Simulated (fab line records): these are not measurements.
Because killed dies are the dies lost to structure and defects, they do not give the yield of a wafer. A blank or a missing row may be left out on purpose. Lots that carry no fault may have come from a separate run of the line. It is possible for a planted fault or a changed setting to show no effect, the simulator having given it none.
8D (eight disciplines) problem report, filled in by code | flow gf180mcu | the parts of the form that need people (team, actions taken, sign-off) are left out

1. THE ISSUE
Across 6 wafers from 2 lots, VT_IMPLANT_3_TW at GF_VT_IMPLANT_TW_MEAS_32 averages 204.0, while fault-free wafers read 269.1 with a standard deviation of 2. That is -33 standard deviations from the usual mean.
The first sign was on wafer L549.3 at day 11 12:11, on film-metro-01. The record holds 39 wafers of 13 lots with a number at this step. Rule for "out", or "out of limits": more than 4 standard deviations from the usual mean. Any other wafer with a number is counted as sound.

2. WHAT IT IS, WHAT IT ISN'T
question                    | is                           | is not
which readings at this step | VT_IMPLANT_3_TW              | -
which lots                  | L549, L551                   | L532, L534, L536, L537, L538, L539, L540, L544, L550, L552, L554
which wafers of those lots  | all that have a number       | -
read on which gauges        | film-metro-01, film-metro-04 | film-metro-03
when                        | from day 11 12:11            | up to then (24 sound wafers); but 9 sound wafers of L550, L552, L554 came after

3. THE SUSPECTS, EACH WITH WHAT RULES IT OUT
Counting: any tool at a process step up to the reading is kept as a suspect provided that every lot that is out went through it and no sound lot did after the first of them.
- ruled out: the gauge at GF_VT_IMPLANT_TW_MEAS_32. The wafers that are out were read on 2 gauges (film-metro-01, film-metro-04).
- implanter-03 at GF_VT_IMPLANT_IMPLANT_30: kept. It processed each lot that is out, first L549 at day 11 11:58, and no sound lot thereafter; up to then, the last sound lot it processed was L544 at day 10 05:14. Its own dose-ions-cm2, faraday-current-uA readings are out on those wafers.
Remaining after the count: implanter-03 at GF_VT_IMPLANT_IMPLANT_30.

4. THE CAUSE (what the simulator had put in)
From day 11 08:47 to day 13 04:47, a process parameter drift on implanter-03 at GF_VT_IMPLANT_IMPLANT_30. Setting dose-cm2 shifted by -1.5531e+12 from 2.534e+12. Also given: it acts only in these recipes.
Only this tool survived the counting.

5. THE EFFECT CHAIN, in route order
Rows list readings where the struck wafers' mean (over those with a number) sits beyond 3 standard deviations from the usual. Readings are gone through only where the record gives a usual standard deviation; hours: the median, over the lots, of the time from a lot's start at the first step in this table giving one to that lot's start at this step; sigmas: the change measured in usual standard deviations.
hours | step                     | reading            | usual     | on struck wafers | change     | sigmas
0     | GF_VT_IMPLANT_IMPLANT_30 | dose-ions-cm2      | 2.534e+12 | 9.802e+11        | -1.554e+12 | -99 or more
0     | GF_VT_IMPLANT_IMPLANT_30 | faraday-current-uA | 14.3      | 5.5              | -8.8       | -28
0     | GF_VT_IMPLANT_TW_MEAS_32 | VT_IMPLANT_3_TW    | 269.1     | 204.0            | -65.1      | -33
Here are the process steps it includes:
- GF_VT_IMPLANT_IMPLANT_30
Later steps that measure or inspect, where all struck wafers having a row at the step show a number for every such reading and not one has moved that far: GF_V1_CD_MEAS_14.

6. HOW IT WOULD HAVE BEEN CAUGHT EARLIER
The first out-of-limits reading at a measuring or inspecting step in this record came at day 11 12:11, 3 hours after the fault's start at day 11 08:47.
At GF_VT_IMPLANT_IMPLANT_30, the tool's own readings (dose-ions-cm2, faraday-current-uA) were out on each struck wafer the step has a row for, so an alarm limit on them would have fired on the first such wafer.
Lots out: 2; of these, L551 started GF_VT_IMPLANT_IMPLANT_30 on implanter-03 after day 11 12:11. A hold on the tool at that time would have spared it.
